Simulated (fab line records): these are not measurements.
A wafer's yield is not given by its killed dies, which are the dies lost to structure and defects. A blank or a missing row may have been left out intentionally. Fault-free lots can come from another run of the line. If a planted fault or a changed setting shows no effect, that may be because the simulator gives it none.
fab line records	flow sky130
record lots=24	wafers=72	last-day=50
route steps=708 shown LDD_P@265 SD_P@359 CONTACT@430 METAL1@454 METAL2@502
lots that met no fault: from a run of the same line without faults
start-h: hours from the record's first day to the start of the lot's first wafer shown	wait-h: how many hours have passed since the lot's step before this one	" the same as in the row above	L1.1+2: one row covering several wafers at once	- no value present, or no start provided	* or withheld: withheld	< > ~ a bound
route shown NAME@n: names a module that has steps shown in the file, with the first one's number in the route	usual: mean and standard deviation over wafers with no fault	same: alike in all rows	chamber/n: place in a boat	sites: the reading at each site	_std_site: standard deviation of those values	_edge_site: the outer-site mean with the inner-site mean subtracted	radius-mm: how far each site lies from the wafer's centre	mask NAME#n: copy n	behind: tool/chamber where the wafer was last shaped	hold: reason for holding the lot/hours on hold/outcome of the hold	device: whichever transistor did not switch (one of n, p or np)	end of line: tests of these same wafers at the route's end	for a step that has no rows: nothing shown but its recipe	killed: count of dies lost to structure and defects at first sort (not the wafer's yield)	map: per-die view of a wafer (x killed, . not killed, _ where there is no die)
set.NAME: setting as actually run; set.NAME@STEP: the setting as run at that earlier step	model.NAME: the simulator's own value behind a step, which no gauge read
steps of the route over a sample of lots; a table a step, a row a wafer
services: a tool's chamber out of use, with start hour (start-h, from the record's first day; less than 0 if before it), hours out, and reason
## steps
# step SKY_LDD_P_STRIP_10
# recipe chemistry=O2/N2	power-w=1400	pressure-mtorr=1500	platen-temp-c=withheld	o2-flow-sccm=3000	n2-flow-sccm=300	overash-fraction=0.5
# usual drypump-motor-current-A=5.7/0.33	oes-product-au=0.716/0.0049	strip-time-to-endpoint-s=14.18/0.036
lot.wafer	tool	chamber	start-h	wait-h	drypump-motor-current-A	oes-product-au	rf-hours-counter-h	strip-time-to-endpoint-s
L074.3	plasma-asher-04	1	439.72	0.1	5.3	0.716	-	14.19
L074.5	"	0	"	"	5.7	0.712	-	14.18
L074.6	"	1	"	"	5.3	0.716	-	14.19
L075.1	plasma-asher-04	1	449.38	0.1	5.4	0.716	32	14.18
L075.3	"	0	"	"	5.7	0.717	-	14.18
L075.6	"	1	"	"	5.4	0.717	-	14.19
L076.2	plasma-asher-04	0	453.54	0.1	5.7	0.721	33	14.16
L076.4	"	1	"	"	5.3	0.727	-	14.17
L076.5	"	1	"	"	5.3	0.715	-	14.18
L077.1	plasma-asher-04	0	480.08	0.1	5.7	0.705	35	14.16
L077.4	"	1	"	"	5.3	0.716	-	14.13
L077.6	"	0	"	"	5.7	0.710	-	14.14
L078.2	plasma-asher-04	0	508.59	0.1	5.7	0.720	39	14.27
L078.4	"	1	"	"	5.3	0.722	-	14.21
L078.6	"	1	"	"	5.3	0.716	-	14.21
L080.1	plasma-asher-01	1	516.89	0.1	5.8	0.707	68	14.18
L080.2	"	0	"	"	6.3	0.721	68	14.18
L080.3	"	0	"	"	6.3	0.715	-	14.19
L079.2	plasma-asher-04	0	517.84	0.1	5.7	0.715	40	14.20
L079.4	"	1	"	"	5.4	0.711	-	14.19
L079.6	"	1	"	"	5.3	0.711	-	14.21
L081.3	plasma-asher-01	1	532.47	0.1	5.8	0.712	-	14.15
L081.5	"	0	"	"	6.3	0.703	-	14.17
L081.6	"	1	"	"	5.8	0.718	-	14.20
L082.2	plasma-asher-01	0	533.54	0.1	6.3	0.715	69	14.19
L082.3	"	1	"	"	5.8	0.719	-	14.18
L082.6	"	1	"	"	5.8	0.712	-	14.19
L083.2	plasma-asher-04	1	534.44	0.1	5.4	0.715	41	14.19
L083.3	"	0	"	"	5.7	0.718	-	14.19
L083.6	"	0	"	"	5.7	0.713	-	14.20
L084.2	plasma-asher-01	0	540.24	0.1	6.3	0.724	70	14.12
L084.3	"	0	"	"	6.3	0.721	-	14.12
L084.6	"	1	"	"	5.8	0.721	-	14.12
L085.3	plasma-asher-03	0	542.37	0.1	5.4	0.714	-	14.18
L085.4	"	1	"	"	5.9	0.715	-	14.18
L085.5	"	0	"	"	5.4	0.709	-	14.20
L087.2	plasma-asher-04	0	556.34	0.1	5.7	0.715	44	14.16
L087.3	"	1	"	"	5.3	0.710	-	14.18
L087.6	"	1	"	"	5.3	0.719	-	14.16
L086.1	plasma-asher-04	1	561.14	0.1	5.3	0.707	44	14.26
L086.3	"	1	"	"	5.3	0.718	-	14.25
L086.4	"	0	"	"	5.7	0.714	-	14.28
L089.1	plasma-asher-01	1	576.13	0.1	5.8	0.712	73	14.06
L089.2	"	0	"	"	6.3	0.719	73	14.16
L089.3	"	0	"	"	6.3	0.723	-	14.14
L088.3	plasma-asher-04	1	581.27	0.1	5.3	0.705	-	14.21
L088.5	"	1	"	"	5.3	0.706	-	14.17
L088.6	"	0	"	"	5.7	0.714	-	14.19
L090.1	plasma-asher-04	1	583.39	0.1	5.3	0.720	46	14.20
L090.2	"	0	"	"	5.7	0.708	46	14.24
L090.5	"	1	"	"	5.3	0.717	-	14.25
L091.1	plasma-asher-01	0	590.79	0.1	6.4	0.722	75	14.21
L091.5	"	1	"	"	5.8	0.711	-	14.22
L091.6	"	0	"	"	6.3	0.719	-	14.20
L092.2	plasma-asher-01	0	599.83	0.1	6.3	0.713	75	14.23
L092.4	"	1	"	"	5.8	0.722	-	14.22
L092.5	"	0	"	"	6.3	0.717	-	14.21
L093.1	plasma-asher-04	1	601.53	0.1	5.3	0.717	48	14.13
L093.2	"	0	"	"	5.7	0.723	48	14.17
L093.6	"	1	"	"	5.3	0.718	-	14.12
L094.1	plasma-asher-03	1	608.04	0.1	5.8	0.717	18	14.10
L094.5	"	0	"	"	5.4	0.714	-	14.17
L094.6	"	1	"	"	5.8	0.719	-	14.15
L095.4	plasma-asher-03	0	628.06	0.1	5.4	0.717	-	14.19
L095.5	"	1	"	"	5.8	0.714	-	14.20
L095.6	"	0	"	"	5.4	0.716	-	14.19
L096.1	plasma-asher-03	1	630.48	0.1	5.8	0.717	20	14.19
L096.2	"	0	"	"	5.4	0.719	20	14.16
L096.4	"	1	"	"	5.9	0.715	-	14.17
L097.4	plasma-asher-01	0	633.62	0.1	6.3	0.717	-	14.17
L097.5	"	0	"	"	6.3	0.718	-	14.16
L097.6	"	1	"	"	5.8	0.713	-	14.12
# step SKY_SD_N_RS_MEAS_17
# recipe thk-meas-gauge=four-point-probe
# usual SD_P_RS=146.9/0.37
lot.wafer	tool	chamber	start-h	wait-h	SD_P_RS[ohm/sq]
L074.3	film-metro-02	-	652.97	0.1	146.9
L074.5	"	-	"	"	147.0
L074.6	"	-	"	"	147.1
L075.1	film-metro-02	-	662.28	0.1	146.9
L075.3	"	-	"	"	146.8
L075.6	"	-	"	"	146.7
L076.2	film-metro-03	-	667.92	0.1	146.3
L076.4	"	-	"	"	146.6
L076.5	"	-	"	"	146.7
L077.1	film-metro-04	-	689.58	0.1	146.6
L077.4	"	-	"	"	147.1
L077.6	"	-	"	"	146.7
L078.2	film-metro-02	-	715.20	0.1	146.5
L078.4	"	-	"	"	145.9
L078.6	"	-	"	"	146.3
L080.1	film-metro-04	-	721.84	0.1	146.7
L080.2	"	-	"	"	146.9
L080.3	"	-	"	"	147.0
L079.2	film-metro-02	-	723.66	0.1	146.1
L079.4	"	-	"	"	146.4
L079.6	"	-	"	"	146.5
L081.3	film-metro-02	-	739.04	0.1	147.1
L081.5	"	-	"	"	147.3
L081.6	"	-	"	"	147.0
L082.2	film-metro-02	-	740.06	0.1	147.0
L082.3	"	-	"	"	146.6
L082.6	"	-	"	"	147.2
L083.2	film-metro-02	-	743.41	0.1	146.9
L083.3	"	-	"	"	147.2
L083.6	"	-	"	"	147.0
L085.3	film-metro-02	-	747.24	0.1	147.8
L085.4	"	-	"	"	146.9
L085.5	"	-	"	"	147.1
L084.2	film-metro-04	-	747.50	0.1	147.1
L084.3	"	-	"	"	147.7
L084.6	"	-	"	"	147.2
L087.2	film-metro-03	-	761.52	0.1	147.2
L087.3	"	-	"	"	147.3
L087.6	"	-	"	"	147.0
L086.1	film-metro-03	-	765.50	0.1	146.8
L086.3	"	-	"	"	146.6
L086.4	"	-	"	"	146.5
L089.1	film-metro-03	-	779.08	0.1	147.0
L089.2	"	-	"	"	146.7
L089.3	"	-	"	"	146.5
L088.3	film-metro-03	-	783.92	0.1	147.3
L088.5	"	-	"	"	147.5
L088.6	"	-	"	"	147.1
L090.1	film-metro-03	-	791.58	0.1	146.5
L090.2	"	-	"	"	147.0
L090.5	"	-	"	"	146.8
L091.1	film-metro-02	-	793.10	0.1	147.4
L091.5	"	-	"	"	146.6
L091.6	"	-	"	"	146.8
L092.2	film-metro-03	-	797.55	0.1	147.2
L092.4	"	-	"	"	146.5
L092.5	"	-	"	"	147.2
L093.1	film-metro-04	-	799.04	0.1	146.8
L093.2	"	-	"	"	146.9
L093.6	"	-	"	"	147.2
L094.1	film-metro-03	-	803.43	0.1	146.9
L094.5	"	-	"	"	147.0
L094.6	"	-	"	"	147.2
L095.4	film-metro-03	-	825.84	0.1	146.6
L095.5	"	-	"	"	146.6
L095.6	"	-	"	"	146.7
L096.1	film-metro-02	-	827.54	0.1	146.0
L096.2	"	-	"	"	146.3
L096.4	"	-	"	"	146.1
L097.4	film-metro-04	-	828.50	0.1	146.3
L097.5	"	-	"	"	146.8
L097.6	"	-	"	"	146.5
# step SKY_CONTACT_CVD_24
# recipe material=W	target-thk-nm=340	time-s=102.12	temp-c=400	pressure-torr=40
# usual heater-power-w=817/34	susceptor-temp-C=400.02/0.23
lot.wafer	tool	chamber	start-h	wait-h	heater-power-w	susceptor-temp-C
L074.3	cvd-w-02	0	742.96	0.1	869	399.81
L074.5	"	0	"	"	850	399.95
L074.6	"	1	"	"	786	400.08
L075.1	cvd-w-02	0	752.21	0.0	847	399.85
L075.3	"	1	"	"	791	399.97
L075.6	"	0	"	"	831	399.84
L076.2	cvd-w-01	1	757.29	0.0	832	400.05
L076.4	"	0	"	"	775	399.66
L076.5	"	1	"	"	833	400.11
L077.1	cvd-w-02	1	777.76	0.0	773	400.10
L077.4	"	0	"	"	837	400.12
L077.6	"	1	"	"	787	399.92
L078.2	cvd-w-02	1	800.63	0.0	807	399.68
L078.4	"	1	"	"	795	400.10
L078.6	"	1	"	"	794	400.24
L080.1	cvd-w-02	1	809.01	0.0	788	399.66
L080.2	"	0	"	"	856	400.09
L080.3	"	1	"	"	799	399.94
L079.2	cvd-w-01	1	809.39	0.0	823	399.80
L079.4	"	1	"	"	837	399.71
L079.6	"	0	"	"	752	399.94
L081.3	cvd-w-02	1	824.50	0.1	772	399.88
L081.5	"	1	"	"	799	400.18
L081.6	"	0	"	"	860	400.20
L082.2	cvd-w-02	1	826.78	0.0	792	399.96
L082.3	"	0	"	"	845	399.70
L082.6	"	1	"	"	805	400.14
L083.2	cvd-w-02	0	828.71	0.0	850	399.51
L083.3	"	1	"	"	799	400.06
L083.6	"	1	"	"	788	399.89
L085.3	cvd-w-01	0	829.52	0.1	779	399.89
L085.4	"	1	"	"	849	399.99
L085.5	"	1	"	"	832	400.41
L084.2	cvd-w-02	1	829.84	0.0	783	399.55
L084.3	"	0	"	"	836	400.17
L084.6	"	0	"	"	856	400.34
L087.2	cvd-w-01	1	843.18	0.0	831	400.26
L087.3	"	1	"	"	834	400.25
L087.6	"	1	"	"	855	400.00
L086.1	cvd-w-02	1	849.51	0.0	792	400.19
L086.3	"	0	"	"	852	399.92
L086.4	"	1	"	"	796	400.34
L089.1	cvd-w-02	0	863.17	0.0	841	399.92
L089.2	"	1	"	"	786	400.14
L089.3	"	0	"	"	865	399.78
L088.3	cvd-w-01	0	867.66	0.1	753	400.65
L088.5	"	0	"	"	775	400.24
L088.6	"	1	"	"	859	399.80
L090.1	cvd-w-02	1	875.96	0.0	809	400.30
L090.2	"	0	"	"	872	399.73
L090.5	"	0	"	"	861	400.18
L091.1	cvd-w-01	0	878.62	0.0	759	400.26
L091.5	"	1	"	"	834	400.25
L091.6	"	0	"	"	790	400.45
L092.2	cvd-w-02	0	881.67	0.0	854	399.87
L092.4	"	1	"	"	827	400.21
L092.5	"	1	"	"	797	400.25
L093.1	cvd-w-02	1	883.42	0.0	805	399.85
L093.2	"	0	"	"	851	399.87
L093.6	"	0	"	"	868	399.98
L094.1	cvd-w-02	1	888.04	0.0	815	400.00
L094.5	"	1	"	"	797	399.83
L094.6	"	0	"	"	853	400.29
L095.4	cvd-w-01	0	908.45	0.1	777	399.79
L095.5	"	1	"	"	851	400.16
L095.6	"	0	"	"	776	399.87
L096.1	cvd-w-01	0	909.72	0.0	776	400.01
L096.2	"	1	"	"	844	399.82
L096.4	"	1	"	"	834	399.67
L097.4	cvd-w-01	0	911.02	0.1	767	400.03
L097.5	"	0	"	"	767	399.79
L097.6	"	1	"	"	861	400.12
# step SKY_CONTACT_RS_MEAS_25
# recipe thk-meas-gauge=four-point-probe	reads=W_of_CONTACT_CVD_24+TiN_of_CONTACT_SPUTTER_23
# usual CONTACT_W_RS=0.337/0.0044
lot.wafer	tool	chamber	start-h	wait-h	CONTACT_W_RS[ohm/sq]
L074.3	film-metro-01	-	743.07	0.1	0.332
L074.5	"	-	"	"	0.330
L074.6	"	-	"	"	0.335
L075.1	film-metro-02	-	752.32	0.1	0.331
L075.3	"	-	"	"	0.331
L075.6	"	-	"	"	0.332
L076.2	film-metro-04	-	757.42	0.1	0.341
L076.4	"	-	"	"	0.336
L076.5	"	-	"	"	0.342
L077.1	film-metro-04	-	777.87	0.1	0.336
L077.4	"	-	"	"	0.329
L077.6	"	-	"	"	0.332
L078.2	film-metro-04	-	800.76	0.1	0.336
L078.4	"	-	"	"	0.335
L078.6	"	-	"	"	0.333
L080.1	film-metro-02	-	809.12	0.1	0.334
L080.2	"	-	"	"	0.334
L080.3	"	-	"	"	0.338
L079.2	film-metro-04	-	809.52	0.1	0.340
L079.4	"	-	"	"	0.339
L079.6	"	-	"	"	0.339
L081.3	film-metro-02	-	824.61	0.1	0.336
L081.5	"	-	"	"	0.336
L081.6	"	-	"	"	0.332
L082.2	film-metro-01	-	826.91	0.1	0.342
L082.3	"	-	"	"	0.333
L082.6	"	-	"	"	0.341
L083.2	film-metro-01	-	828.84	0.1	0.334
L083.3	"	-	"	"	0.334
L083.6	"	-	"	"	0.340
L085.3	film-metro-04	-	829.64	0.1	0.343
L085.4	"	-	"	"	0.341
L085.5	"	-	"	"	0.344
L084.2	film-metro-02	-	829.97	0.1	0.336
L084.3	"	-	"	"	0.335
L084.6	"	-	"	"	0.333
L087.2	film-metro-02	-	843.31	0.1	0.341
L087.3	"	-	"	"	0.345
L087.6	"	-	"	"	0.338
L086.1	film-metro-01	-	849.62	0.1	0.333
L086.3	"	-	"	"	0.330
L086.4	"	-	"	"	0.336
L089.1	film-metro-04	-	863.28	0.1	0.337
L089.2	"	-	"	"	0.340
L089.3	"	-	"	"	0.332
L088.3	film-metro-02	-	867.77	0.1	0.340
L088.5	"	-	"	"	0.344
L088.6	"	-	"	"	0.340
L090.1	film-metro-02	-	876.08	0.1	0.340
L090.2	"	-	"	"	0.330
L090.5	"	-	"	"	0.336
L091.1	film-metro-01	-	878.73	0.1	0.342
L091.5	"	-	"	"	0.343
L091.6	"	-	"	"	0.344
L092.2	film-metro-02	-	881.80	0.1	0.332
L092.4	"	-	"	"	0.332
L092.5	"	-	"	"	0.332
L093.1	film-metro-04	-	883.53	0.1	0.341
L093.2	"	-	"	"	0.333
L093.6	"	-	"	"	0.332
L094.1	film-metro-02	-	888.15	0.1	0.344
L094.5	"	-	"	"	0.341
L094.6	"	-	"	"	0.335
L095.4	film-metro-01	-	908.59	0.1	0.341
L095.5	"	-	"	"	0.342
L095.6	"	-	"	"	0.336
L096.1	film-metro-04	-	909.83	0.1	0.341
L096.2	"	-	"	"	0.334
L096.4	"	-	"	"	0.339
L097.4	film-metro-01	-	911.16	0.1	0.339
L097.5	"	-	"	"	0.341
L097.6	"	-	"	"	0.340
# step SKY_METAL1_STRIP_20
# recipe chemistry=O2/N2	power-w=1400	pressure-mtorr=1500	platen-temp-c=withheld	o2-flow-sccm=3000	n2-flow-sccm=300	overash-fraction=0.5
# usual drypump-motor-current-A=5.60/0.22	oes-product-au=0.342/0.0054	strip-time-to-endpoint-s=2.69/0.051
lot.wafer	tool	chamber	start-h	wait-h	drypump-motor-current-A	oes-product-au	rf-hours-counter-h	strip-time-to-endpoint-s
L074.3	plasma-asher-03	1	771.50	0.1	5.86	0.345	-	2.75
L074.5	"	1	"	"	5.83	0.354	-	2.73
L074.6	"	0	"	"	5.43	0.358	-	2.78
L075.1	plasma-asher-04	1	780.12	0.1	5.32	0.336	66	2.75
L075.3	"	1	"	"	5.31	0.345	-	2.69
L075.6	"	0	"	"	5.70	0.340	-	2.72
L076.2	plasma-asher-03	0	785.12	0.1	5.43	0.347	35	2.58
L076.4	"	1	"	"	5.85	0.341	-	2.70
L076.5	"	1	"	"	5.86	0.341	-	2.63
L077.1	plasma-asher-03	1	803.35	0.1	5.85	0.346	37	2.78
L077.4	"	1	"	"	5.81	0.334	-	2.77
L077.6	"	0	"	"	5.39	0.348	-	2.75
L078.2	plasma-asher-04	0	828.65	0.1	5.70	0.347	70	2.62
L078.4	"	0	"	"	5.70	0.347	-	2.64
L078.6	"	0	"	"	5.70	0.338	-	2.64
L080.1	plasma-asher-04	0	836.92	0.1	5.68	0.341	71	2.74
L080.2	"	1	"	"	5.33	0.338	71	2.69
L080.3	"	1	"	"	5.30	0.340	-	2.67
L079.2	plasma-asher-03	1	837.45	0.1	5.89	0.339	41	2.65
L079.4	"	1	"	"	5.87	0.339	-	2.62
L079.6	"	0	"	"	5.40	0.335	-	2.64
L081.3	plasma-asher-04	0	852.75	0.1	5.69	0.335	-	2.66
L081.5	"	0	"	"	5.69	0.345	-	2.73
L081.6	"	1	"	"	5.33	0.342	-	2.71
L082.2	plasma-asher-04	1	854.99	0.1	5.33	0.350	74	2.71
L082.3	"	1	"	"	5.29	0.346	-	2.71
L082.6	"	1	"	"	5.31	0.339	-	2.64
L083.2	plasma-asher-04	1	856.26	0.1	5.33	0.343	75	2.71
L083.3	"	0	"	"	5.70	0.336	-	2.71
L083.6	"	1	"	"	5.32	0.345	-	2.71
L085.3	plasma-asher-04	0	857.76	0.1	5.70	0.341	-	2.66
L085.4	"	1	"	"	5.30	0.337	-	2.69
L085.5	"	0	"	"	5.71	0.343	-	2.73
L084.2	plasma-asher-04	1	857.82	0.1	5.34	0.345	75	2.72
L084.3	"	1	"	"	5.30	0.349	-	2.70
L084.6	"	1	"	"	5.33	0.343	-	2.73
L087.2	plasma-asher-02	1	870.57	0.1	5.74	0.340	10	2.72
L087.3	"	0	"	"	5.90	0.351	-	2.76
L087.6	"	1	"	"	5.75	0.347	-	2.70
L086.1	plasma-asher-03	0	876.87	0.1	5.33	0.344	42	2.61
L086.3	"	1	"	"	5.86	0.334	-	2.65
L086.4	"	0	"	"	5.34	0.332	-	2.63
L089.1	plasma-asher-04	0	888.52	0.1	5.69	0.346	78	2.76
L089.2	"	1	"	"	5.31	0.345	78	2.73
L089.3	"	1	"	"	5.33	0.345	-	2.75
L088.3	plasma-asher-02	1	894.20	0.1	5.76	0.341	-	2.65
L088.5	"	1	"	"	5.76	0.350	-	2.72
L088.6	"	0	"	"	5.90	0.346	-	2.67
L090.1	plasma-asher-04	1	902.17	0.1	5.32	0.343	79	2.76
L090.2	"	0	"	"	5.69	0.349	79	2.66
L090.5	"	1	"	"	5.30	0.345	-	2.73
L091.1	plasma-asher-02	0	904.99	0.1	5.91	0.344	13	2.68
L091.5	"	0	"	"	5.90	0.340	-	2.71
L091.6	"	1	"	"	5.75	0.342	-	2.64
L092.2	plasma-asher-02	0	908.97	0.1	5.89	0.340	14	2.74
L092.4	"	0	"	"	5.89	0.340	-	2.63
L092.5	"	1	"	"	5.72	0.341	-	2.72
L093.1	plasma-asher-04	0	910.02	0.1	5.71	0.341	81	2.58
L093.2	"	1	"	"	5.30	0.344	81	2.66
L093.6	"	1	"	"	5.32	0.352	-	2.65
L094.1	plasma-asher-04	0	914.82	0.1	5.70	0.341	81	2.72
L094.5	"	0	"	"	5.69	0.349	-	2.74
L094.6	"	1	"	"	5.34	0.347	-	2.73
L095.4	plasma-asher-04	1	935.33	0.1	5.31	0.338	-	2.71
L095.5	"	0	"	"	5.71	0.334	-	2.71
L095.6	"	1	"	"	5.35	0.343	-	2.74
L096.1	plasma-asher-02	1	936.51	0.1	5.75	0.333	17	2.64
L096.2	"	0	"	"	5.90	0.339	17	2.70
L096.4	"	0	"	"	5.92	0.340	-	2.62
L097.4	plasma-asher-03	1	939.20	0.1	5.83	0.347	-	2.70
L097.5	"	0	"	"	5.41	0.345	-	2.70
L097.6	"	1	"	"	5.81	0.340	-	2.73
# step SKY_METAL2_METAL_ETCH_19
# recipe target-depth-a=3600	stop-on=SiO2	over-etch-frac=0.3	time-s=78	chemistry=Cl2/BCl3	resist-sidewall-deg=88	pressure-mtorr=10	icp-w=900	bias-w=48.5	Cl2_flow_sccm=60	bcl3-flow-sccm=30
# usual bcl3-flow-sccm=30.00/0.083	drypump-motor-current-A=5.5/0.6	oes-product-au=0.856/0.0059	throttle-valve-pct=22.264/0.011
lot.wafer	tool	chamber	start-h	wait-h	bcl3-flow-sccm	drypump-motor-current-A	oes-product-au	rf-hours-counter-h	throttle-valve-pct
L074.3	rie-metal-03	1	827.49	0.1	30.03	5.5	0.851	-	22.269
L074.5	"	1	"	"	30.00	5.5	0.847	-	22.265
L074.6	"	1	"	"	29.93	5.4	0.863	-	22.261
L075.1	rie-metal-03	1	835.42	0.1	30.08	5.5	0.865	7	22.268
L075.3	"	1	"	"	29.97	5.5	0.869	-	22.271
L075.6	"	1	"	"	30.05	5.5	0.860	-	22.274
L076.2	rie-metal-01	0	840.48	0.0	29.98	6.5	0.850	15	22.266
L076.4	"	0	"	"	29.96	6.5	0.848	-	22.270
L076.5	"	0	"	"	29.94	6.5	0.849	-	22.266
L077.1	rie-metal-03	1	861.97	0.0	30.01	5.5	0.865	9	22.277
L077.4	"	0	"	"	29.99	4.9	0.861	-	22.249
L077.6	"	1	"	"	29.88	5.5	0.864	-	22.249
L078.2	rie-metal-03	0	883.62	0.0	29.96	4.9	0.859	1	22.260
L078.4	"	0	"	"	29.99	4.9	0.857	-	22.257
L078.6	"	1	"	"	30.00	5.5	0.860	-	22.280
L080.1	rie-metal-03	0	890.04	0.0	29.91	4.9	0.849	2	22.250
L080.2	"	1	"	"	29.94	5.5	0.852	10	22.261
L080.3	"	0	"	"	29.87	4.9	0.841	-	22.271
L079.2	rie-metal-01	0	892.38	0.0	30.10	6.5	0.860	0	22.286
L079.4	"	0	"	"	29.98	6.5	0.854	-	22.272
L079.6	"	0	"	"	29.90	6.5	0.853	-	22.257
L081.3	rie-metal-01	1	906.90	0.1	30.00	5.6	0.857	-	22.263
L081.5	"	0	"	"	30.00	6.5	0.857	-	22.279
L081.6	"	1	"	"	30.09	5.6	0.854	-	22.271
L082.2	rie-metal-03	1	909.34	0.0	30.10	5.5	0.856	11	22.275
L082.3	"	1	"	"	29.89	5.5	0.868	-	22.248
L082.6	"	1	"	"	29.96	5.5	0.860	-	22.270
L083.2	rie-metal-01	1	910.08	0.0	30.13	5.6	0.847	8	22.272
L083.3	"	0	"	"	29.99	6.5	0.849	-	22.276
L083.6	"	0	"	"	29.97	6.5	0.851	-	22.259
L085.3	rie-metal-01	0	912.00	0.1	29.83	6.5	0.857	-	22.278
L085.4	"	1	"	"	29.95	5.5	0.858	-	22.281
L085.5	"	0	"	"	29.87	6.5	0.854	-	22.272
L084.2	rie-metal-02	0	912.75	0.1	29.90	4.7	0.859	-	22.268
L084.3	"	0	"	"	30.03	4.8	0.860	-	22.265
L084.6	"	0	"	"	30.02	4.7	0.859	-	22.266
L087.2	rie-metal-01	0	923.94	0.0	29.93	6.5	0.856	2	22.276
L087.3	"	0	"	"	29.99	6.5	0.857	-	22.261
L087.6	"	1	"	"	29.85	5.6	0.856	-	22.276
L086.1	rie-metal-01	0	931.42	0.0	30.15	6.5	0.866	2	22.264
L086.3	"	1	"	"	30.02	5.6	0.856	-	22.258
L086.4	"	0	"	"	29.91	6.5	0.860	-	22.281
L089.1	rie-metal-03	1	943.07	0.0	29.96	5.4	0.847	12	22.279
L089.2	"	0	"	"	29.97	4.9	0.859	5	22.266
L089.3	"	0	"	"	29.96	4.9	0.862	-	22.246
L088.3	rie-metal-02	0	948.48	0.1	30.05	4.8	0.858	-	22.264
L088.5	"	0	"	"	30.03	4.7	0.851	-	22.250
L088.6	"	0	"	"	29.96	4.7	0.856	-	22.265
L090.1	rie-metal-03	0	956.82	0.0	30.00	4.9	0.858	5	22.269
L090.2	"	1	"	"	30.06	5.5	0.868	13	22.267
L090.5	"	0	"	"	29.91	4.9	0.861	-	22.260
L091.1	rie-metal-03	0	959.12	0.0	30.12	4.9	0.863	5	22.277
L091.5	"	1	"	"	30.07	5.5	0.864	-	22.263
L091.6	"	0	"	"	30.13	4.9	0.867	-	22.262
L092.2	rie-metal-02	0	961.70	0.1	30.05	4.7	0.860	-	22.275
L092.4	"	0	"	"	30.07	4.7	0.861	-	22.249
L092.5	"	0	"	"	30.05	4.7	0.859	-	22.265
L093.1	rie-metal-03	0	963.32	0.0	29.91	4.9	0.851	6	22.250
L093.2	"	1	"	"	30.13	5.5	0.852	14	22.249
L093.6	"	1	"	"	30.04	5.5	0.850	-	22.286
L094.1	rie-metal-01	1	968.04	0.0	30.07	5.5	0.855	11	22.295
L094.5	"	1	"	"	30.03	5.5	0.851	-	22.262
L094.6	"	0	"	"	30.05	6.5	0.854	-	22.255
L095.4	rie-metal-01	1	986.96	0.1	29.91	5.6	0.855	-	22.249
L095.5	"	0	"	"	30.04	6.5	0.864	-	22.258
L095.6	"	1	"	"	30.08	5.6	0.864	-	22.269
L096.1	rie-metal-03	1	987.10	0.1	30.15	5.5	0.858	15	22.259
L096.2	"	0	"	"	29.85	4.9	0.847	7	22.261
L096.4	"	0	"	"	29.87	4.9	0.855	-	22.285
L097.4	rie-metal-01	1	991.20	0.1	30.00	5.6	0.857	-	22.257
L097.5	"	1	"	"	30.08	5.6	0.860	-	22.262
L097.6	"	0	"	"	29.94	6.5	0.848	-	22.256
## services
tool	chamber	start-h	hours	kind
plasma-asher-03	-	421.25	9.0	pm
plasma-asher-04	-	427.30	2.5	repair
rie-metal-03	-	434.51	14.6	pm
rie-metal-03	-	455.45	2.6	repair
cvd-w-02	0	482.34	2.5	repair
plasma-asher-03	-	491.72	5.3	repair
cvd-w-02	-	512.60	2.0	repair
cvd-w-02	0	520.63	1.8	repair
cvd-w-02	-	524.82	6.9	pm
cvd-w-02	-	537.75	0.7	repair
rie-metal-03	-	584.55	2.6	repair
cvd-w-02	-	617.93	5.5	repair
cvd-w-02	-	625.50	1.5	repair
cvd-w-02	1	675.92	17.5	repair
plasma-asher-04	-	683.79	3.6	repair
rie-metal-03	-	713.47	0.6	repair
rie-metal-03	0	765.40	2.7	repair
rie-metal-03	0	793.30	23.4	repair
plasma-asher-04	-	801.13	14.6	pm
rie-metal-03	-	883.71	1.4	pm
cvd-w-02	-	904.00	14.0	pm
cvd-w-02	1	938.39	9.0	repair
rie-metal-03	-	950.55	0.6	repair
plasma-asher-04	-	955.20	2.1	repair
## key
fault none
